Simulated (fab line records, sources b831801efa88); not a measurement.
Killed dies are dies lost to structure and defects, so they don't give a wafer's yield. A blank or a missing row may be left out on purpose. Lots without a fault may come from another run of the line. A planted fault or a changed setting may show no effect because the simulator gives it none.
Which tool did it? | flow gf180mcu | 12 lots, 36 wafers sampled, at 1 step of a route of 602

WHAT THE GAUGES READ, wafer by wafer
GF_DUAL_GATE_THK_MEAS_03.
lot  | measured     | on            | DUAL_GATE_OXIDATION_00_THK (nm)
L075 | day 8 07:26  | film_metro-01 | 10.79 10.83 10.60
L077 | day 8 19:36  | film_metro-01 | 10.39 10.32 10.56
L079 | day 9 10:18  | film_metro-03 | 10.87 10.84 10.67
L081 | day 9 22:35  | film_metro-04 | 10.73 10.72 10.47
L083 | day 10 14:25 | film_metro-04 | 10.73 10.85 10.64
L085 | day 11 04:21 | film_metro-01 | 11.01 11.08 10.93
L087 | day 11 15:04 | film_metro-03 | 11.14 11.02 11.08
L089 | day 12 07:10 | film_metro-01 | 10.59 10.79 10.65
L091 | day 12 18:58 | film_metro-04 | 10.76 10.88 10.80
L093 | day 13 08:41 | film_metro-01 | 10.85 10.54 10.72
L095 | day 13 20:10 | film_metro-04 | 10.94 10.93 10.64
L097 | day 14 09:47 | film_metro-04 | 11.06 11.16 11.06

WHICH TOOL RAN EACH LOT (tool, then ch and the chambers of the sampled wafers, then the start)
The record holds no process step before these readings.

THE ANSWER, worked out from the rows above alone
Rule: what is usual is taken from the lots themselves. Put in order of their means at a reading, lots are off if they are a third of the lots or fewer, leave a main group of 4 or more, and stand apart from it by a gap of 3 or more times the standard deviation of the main group's means; of several such gaps the widest counts. A main group whose means are all the same, to the digits that the tables above print for the reading, isn't used. A lot without any number at a reading at which 4 lots or more have one is off too. The other lots that the step has rows for count as sound.
No lot is off at any reading shown: from this, nothing can be told.

WHAT THE SIMULATOR HAD PUT IN
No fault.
